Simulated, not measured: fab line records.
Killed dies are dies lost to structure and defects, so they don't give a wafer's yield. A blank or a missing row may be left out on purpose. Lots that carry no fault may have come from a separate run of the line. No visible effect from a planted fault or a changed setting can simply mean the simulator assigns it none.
Which of the tools did it? | flow sky130 | 72 wafers from 24 lots sampled at 5 of the route's 708 steps

WHAT THE GAUGES SHOWED, per wafer
SKY_CAP2M_OVL_MEAS_12.
lot  | measured     | on         | CAP2M_OVL (nm)
L075 | day 40 13:09 | overlay-02 | 1.9 1.4 0.7
L074 | day 40 16:07 | overlay-01 | -1.3 2.4 0.3
L076 | day 41 00:58 | overlay-01 | -1.0 -1.9 -1.2
L077 | day 41 06:03 | overlay-02 | 0.0 0.8 0.9
L078 | day 41 23:41 | overlay-01 | 0.3 -0.9 -0.6
L079 | day 42 02:13 | overlay-01 | -1.2 -0.5 0.7
L080 | day 42 05:52 | overlay-02 | 0.9 -1.2 1.0
L081 | day 42 16:42 | overlay-02 | -0.2 0.1 0.7
L082 | day 42 20:39 | overlay-01 | 1.2 -0.2 -1.3
L083 | day 43 06:13 | overlay-01 | -0.3 0.3 0.4
L084 | day 43 15:07 | overlay-01 | -1.2 0.3 -0.7
L085 | day 44 00:09 | overlay-01 | -0.7 -0.1 1.0
L086 | day 44 01:44 | overlay-02 | -0.3 -0.5 -1.3
L087 | day 44 07:22 | overlay-01 | -1.4 -0.4 -0.7
L088 | day 44 14:46 | overlay-02 | 0.1 0.5 -0.2
L089 | day 44 16:16 | overlay-01 | 0.0 -1.0 0.0
L090 | day 45 01:24 | overlay-01 | 0.2 1.9 1.2
L091 | day 45 05:46 | overlay-02 | 0.1 -0.7 -0.7
L092 | day 45 08:23 | overlay-02 | -1.4 -1.7 -2.6
L093 | day 45 11:56 | overlay-02 | -2.0 -1.5 -0.9
L094 | day 46 06:16 | overlay-01 | 1.8 0.6 0.4
L095 | day 46 18:43 | overlay-01 | 2.6 0.7 0.5
L097 | day 46 23:19 | overlay-01 | -0.1 -0.1 1.6
L096 | day 47 05:40 | overlay-02 | -1.7 -2.8 -1.6

WHAT TOOL EACH LOT RAN ON (gives the tool, then ch and the chambers of the sampled wafers, and finally the start)
lot  | SKY_NWELL_RTA_28                | SKY_LI_CONTACT_ETCH_15            | SKY_VIA1_ETCH_14                  | SKY_VIA1_SPUTTER_20
L075 | rtpAnneal-02 ch 0, day 5 10:34  | rieDiel-03 ch 0,1,3, day 29 02:11 | rieDiel-04 ch 0,2,3, day 33 17:47 | pvdSputter-03, day 33 18:28
L074 | rtpAnneal-01 ch 0, day 5 10:54  | rieDiel-03 ch 0,1,2, day 29 03:30 | rieDiel-01 ch 0,2,3, day 33 21:36 | pvdSputter-03, day 33 22:17
L076 | rtpAnneal-01 ch 0, day 6 02:08  | rieDiel-03 ch 0,1,3, day 29 15:21 | rieDiel-03 ch 1,2,3, day 34 07:56 | pvdSputter-01, day 34 08:39
L077 | rtpAnneal-02 ch 0, day 6 02:54  | rieDiel-02 ch 2,3, day 29 20:30   | rieDiel-03 ch 0,1,2, day 34 14:19 | pvdSputter-04, day 34 14:59
L078 | rtpAnneal-02 ch 0, day 6 13:39  | rieDiel-01 ch 1,2,3, day 30 11:25 | rieDiel-04 ch 0,1,3, day 35 06:34 | pvdSputter-01, day 35 07:16
L079 | rtpAnneal-01 ch 0, day 6 16:02  | rieDiel-03 ch 0,1,3, day 30 19:11 | rieDiel-04 ch 2,3, day 35 10:58   | pvdSputter-04, day 35 11:38
L080 | rtpAnneal-01 ch 0, day 6 20:10  | rieDiel-03 ch 2,3, day 30 23:23   | rieDiel-03 ch 0,1, day 35 16:06   | pvdSputter-01, day 35 16:47
L081 | rtpAnneal-02 ch 0, day 6 23:07  | rieDiel-03 ch 0,1,3, day 31 10:37 | rieDiel-04 ch 0,1,3, day 36 01:56 | pvdSputter-04, day 36 02:37
L082 | rtpAnneal-01 ch 0, day 7 03:37  | rieDiel-03 ch 1,2, day 31 14:01   | rieDiel-04 ch 1,3, day 36 06:07   | pvdSputter-04, day 36 06:50
L083 | rtpAnneal-01 ch 0, day 7 12:57  | rieDiel-03 ch 0,1,3, day 32 00:44 | rieDiel-03 ch 0,2,3, day 36 16:26 | pvdSputter-04, day 36 17:07
L084 | rtpAnneal-02 ch 0, day 7 21:18  | rieDiel-03 ch 1,2, day 32 13:11   | rieDiel-03 ch 0,1,3, day 37 03:13 | pvdSputter-01, day 37 03:53
L085 | rtpAnneal-01 ch 0, day 8 02:51  | rieDiel-02 ch 0,2,3, day 32 19:58 | rieDiel-03 ch 0,2,3, day 37 11:38 | pvdSputter-01, day 37 12:21
L086 | rtpAnneal-02 ch 0, day 8 08:31  | rieDiel-03 ch 1,2,3, day 32 22:37 | rieDiel-03 ch 0,3, day 37 15:08   | pvdSputter-03, day 37 15:49
L087 | rtpAnneal-01 ch 0, day 8 15:43  | rieDiel-01 ch 0,3, day 33 10:03   | rieDiel-01 ch 1,3, day 37 23:05   | pvdSputter-01, day 37 23:46
L088 | rtpAnneal-02 ch 0, day 8 18:20  | rieDiel-03 ch 1,2, day 33 16:51   | rieDiel-04 ch 2,3, day 38 07:12   | pvdSputter-03, day 38 07:53
L089 | rtpAnneal-02 ch 0, day 9 00:00  | rieDiel-02 ch 0,1,2, day 33 17:48 | rieDiel-01 ch 2,3, day 38 07:29   | pvdSputter-01, day 38 08:12
L090 | rtpAnneal-02 ch 0, day 9 07:27  | rieDiel-02 ch 2,3, day 34 05:13   | rieDiel-01 ch 1,3, day 38 19:03   | pvdSputter-04, day 38 19:47
L091 | rtpAnneal-01 ch 0, day 9 12:33  | rieDiel-01 ch 0,3, day 34 11:37   | rieDiel-03 ch 0,1,2, day 39 01:01 | pvdSputter-01, day 39 01:41
L092 | rtpAnneal-02 ch 0, day 9 17:29  | rieDiel-01 ch 0,2, day 34 15:20   | rieDiel-04 ch 0,2, day 39 02:50   | pvdSputter-04, day 39 03:31
L093 | rtpAnneal-01 ch 0, day 9 21:35  | rieDiel-01 ch 0,3, day 34 19:19   | rieDiel-03 ch 0,1, day 39 07:55   | pvdSputter-03, day 39 08:35
L094 | rtpAnneal-02 ch 0, day 10 12:49 | rieDiel-02 ch 0,2, day 35 18:47   | rieDiel-01 ch 0,2,3, day 40 05:44 | pvdSputter-01, day 40 06:25
L095 | rtpAnneal-01 ch 0, day 11 01:07 | rieDiel-02 ch 1,2,3, day 36 05:57 | rieDiel-04 ch 0,2,3, day 40 17:38 | pvdSputter-01, day 40 18:19
L097 | rtpAnneal-02 ch 0, day 11 12:52 | rieDiel-03 ch 0,1,3, day 36 13:48 | rieDiel-01 ch 0,1,3, day 40 23:54 | pvdSputter-04, day 41 00:35
L096 | rtpAnneal-01 ch 0, day 11 13:16 | rieDiel-01 ch 0,3, day 36 22:59   | rieDiel-04 ch 0,1,2, day 41 09:41 | pvdSputter-01, day 41 10:23
- SKY_NWELL_RTA_28: time 30 s.
- SKY_LI_CONTACT_ETCH_15: etches PSG in C4F8/O2/Ar, stops on Si, target depth 600 nm.
- SKY_VIA1_ETCH_14: etches BARC in N2/H2, stops on SiO2, time 45.9 s, target depth 60 nm.
- SKY_VIA1_SPUTTER_20: material TiN, target thk 20 nm, time 80 s.

WHAT THE TOOLS THEMSELVES READ (means of the sampled wafers that have a number; where no wafer has one, the mark that the record gives instead)
SKY_NWELL_RTA_28.
lot  | tool         | lampPowerPct (%) | wafer_temp_C_max
L075 | rtpAnneal-02 | 25.32            | 1055.0
L074 | rtpAnneal-01 | 25.30            | 1054.2
L076 | rtpAnneal-01 | 25.28            | 1054.7
L077 | rtpAnneal-02 | 25.31            | 1054.2
L078 | rtpAnneal-02 | 25.35            | 1055.9
L079 | rtpAnneal-01 | 25.30            | 1054.4
L080 | rtpAnneal-01 | 25.37            | 1054.5
L081 | rtpAnneal-02 | 25.26            | 1055.5
L082 | rtpAnneal-01 | 25.39            | 1055.2
L083 | rtpAnneal-01 | 25.28            | 1054.4
L084 | rtpAnneal-02 | 25.30            | 1054.5
L085 | rtpAnneal-01 | 25.29            | 1055.8
L086 | rtpAnneal-02 | 25.29            | 1054.2
L087 | rtpAnneal-01 | 25.32            | 1055.2
L088 | rtpAnneal-02 | 25.27            | 1054.8
L089 | rtpAnneal-02 | 25.31            | 1054.3
L090 | rtpAnneal-02 | 25.24            | 1055.0
L091 | rtpAnneal-01 | 25.30            | 1055.4
L092 | rtpAnneal-02 | 25.35            | 1054.6
L093 | rtpAnneal-01 | 25.33            | 1055.0
L094 | rtpAnneal-02 | 25.29            | 1054.3
L095 | rtpAnneal-01 | 25.30            | 1054.7
L097 | rtpAnneal-02 | 25.30            | 1054.9
L096 | rtpAnneal-01 | 25.35            | 1055.3

SKY_LI_CONTACT_ETCH_15.
lot  | tool       | chamberPressureMTorr (mTorr) | oesProductAu (a.u.)
L075 | rieDiel-03 | 39.97                        | 0.833
L074 | rieDiel-03 | 39.98                        | 0.841
L076 | rieDiel-03 | 40.01                        | 0.836
L077 | rieDiel-02 | 40.05                        | 0.837
L078 | rieDiel-01 | 40.00                        | 0.832
L079 | rieDiel-03 | 40.00                        | 0.837
L080 | rieDiel-03 | 39.96                        | 0.840
L081 | rieDiel-03 | 40.01                        | 0.842
L082 | rieDiel-03 | 39.99                        | 0.832
L083 | rieDiel-03 | 40.00                        | 0.834
L084 | rieDiel-03 | 40.00                        | 0.840
L085 | rieDiel-02 | 40.00                        | 0.837
L086 | rieDiel-03 | 39.98                        | 0.844
L087 | rieDiel-01 | 40.02                        | 0.834
L088 | rieDiel-03 | 40.06                        | 0.837
L089 | rieDiel-02 | 40.02                        | 0.838
L090 | rieDiel-02 | 40.02                        | 0.839
L091 | rieDiel-01 | 39.94                        | 0.837
L092 | rieDiel-01 | 39.97                        | 0.835
L093 | rieDiel-01 | 40.00                        | 0.837
L094 | rieDiel-02 | 40.01                        | 0.836
L095 | rieDiel-02 | 39.99                        | 0.839
L097 | rieDiel-03 | 39.98                        | 0.835
L096 | rieDiel-01 | 40.00                        | 0.841

SKY_VIA1_ETCH_14.
lot  | tool       | chamberPressureMTorr (mTorr) | drypumpMotorCurrentA (A) | n2FlowSccm (sccm) | oesProductAu (a.u.) | throttleValvePct (%)
L075 | rieDiel-04 | 29.971                       | 5.63                     | 99.85             | 0.855               | 13.234
L074 | rieDiel-01 | 29.978                       | 5.81                     | 99.90             | 0.853               | 13.213
L076 | rieDiel-03 | 29.994                       | 5.76                     | 99.70             | 0.854               | 13.225
L077 | rieDiel-03 | 29.981                       | 5.69                     | 100.01            | 0.850               | 13.216
L078 | rieDiel-04 | 30.035                       | 5.58                     | 100.12            | 0.852               | 13.216
L079 | rieDiel-04 | 30.028                       | 5.41                     | 99.94             | 0.853               | 13.232
L080 | rieDiel-03 | 29.989                       | 5.79                     | 99.63             | 0.855               | 13.234
L081 | rieDiel-04 | 29.992                       | 5.58                     | 99.96             | 0.852               | 13.219
L082 | rieDiel-04 | 29.993                       | 5.39                     | 100.08            | 0.852               | 13.230
L083 | rieDiel-03 | 29.997                       | 5.52                     | 99.81             | 0.854               | 13.237
L084 | rieDiel-03 | 29.998                       | 5.64                     | 99.89             | 0.848               | 13.222
L085 | rieDiel-03 | 30.003                       | 5.52                     | 100.32            | 0.853               | 13.216
L086 | rieDiel-03 | 30.025                       | 5.47                     | 100.10            | 0.857               | 13.222
L087 | rieDiel-01 | 30.000                       | 6.04                     | 100.05            | 0.852               | 13.231
L088 | rieDiel-04 | 30.031                       | 5.41                     | 99.89             | 0.854               | 13.232
L089 | rieDiel-01 | 29.978                       | 5.62                     | 99.82             | 0.855               | 13.229
L090 | rieDiel-01 | 30.018                       | 6.03                     | 100.10            | 0.853               | 13.233
L091 | rieDiel-03 | 30.007                       | 5.69                     | 99.80             | 0.853               | 13.225
L092 | rieDiel-04 | 29.976                       | 5.80                     | 100.17            | 0.853               | 13.233
L093 | rieDiel-03 | 29.988                       | 5.79                     | 100.16            | 0.857               | 13.222
L094 | rieDiel-01 | 29.977                       | 5.80                     | 100.20            | 0.854               | 13.225
L095 | rieDiel-04 | 29.997                       | 5.61                     | 100.10            | 0.860               | 13.227
L097 | rieDiel-01 | 30.005                       | 5.88                     | 100.00            | 0.855               | 13.232
L096 | rieDiel-04 | 29.995                       | 5.73                     | 100.19            | 0.853               | 13.218

SKY_VIA1_SPUTTER_20.
lot  | tool          | cathodeDcPowerW (W) | throttleValvePct (%)
L075 | pvdSputter-03 | 4000.3              | 30.2
L074 | pvdSputter-03 | 3999.5              | 30.1
L076 | pvdSputter-01 | 4000.5              | 30.0
L077 | pvdSputter-04 | 3999.8              | 30.0
L078 | pvdSputter-01 | 3999.2              | 29.4
L079 | pvdSputter-04 | 4000.0              | 30.0
L080 | pvdSputter-01 | 4000.5              | 29.3
L081 | pvdSputter-04 | 3999.8              | 29.8
L082 | pvdSputter-04 | 3999.8              | 30.2
L083 | pvdSputter-04 | 4000.7              | 29.9
L084 | pvdSputter-01 | 4000.4              | 29.6
L085 | pvdSputter-01 | 3999.6              | 29.8
L086 | pvdSputter-03 | 3999.3              | 30.3
L087 | pvdSputter-01 | 4000.3              | 29.8
L088 | pvdSputter-03 | 4000.1              | 30.4
L089 | pvdSputter-01 | 3999.7              | 30.0
L090 | pvdSputter-04 | 3999.9              | 30.2
L091 | pvdSputter-01 | 4000.9              | 29.9
L092 | pvdSputter-04 | 3999.7              | 30.1
L093 | pvdSputter-03 | 3999.9              | 30.6
L094 | pvdSputter-01 | 4000.1              | 30.0
L095 | pvdSputter-01 | 3999.8              | 29.4
L097 | pvdSputter-04 | 3999.3              | 29.7
L096 | pvdSputter-01 | 3999.9              | 29.2

THE ANSWER, worked out from the rows above alone
Rule: the usual values come from the lots themselves. Put in order of their means at a reading, lots are off if they are a third of the lots or fewer, leave a main group of 4 or more, and stand apart from it by a gap of 3 or more times the standard deviation of the main group's means; of several such gaps the widest counts. Not used: any main group whose means are identical at the precision the tables above print for the reading. A lot without any number at a reading at which 4 lots or more have one is off too. All remaining lots with rows at the step are treated as sound. After the gauges, taken in route order, come the tools' own readings; for these a lot's mean is taken, as printed above. At the first step where some lot is off, the reading lying furthest off is the one used; lots without a number count as furthest.
None of the lots is off at any reading shown; this tells nothing.

WHAT WAS PUT IN BY THE SIMULATOR
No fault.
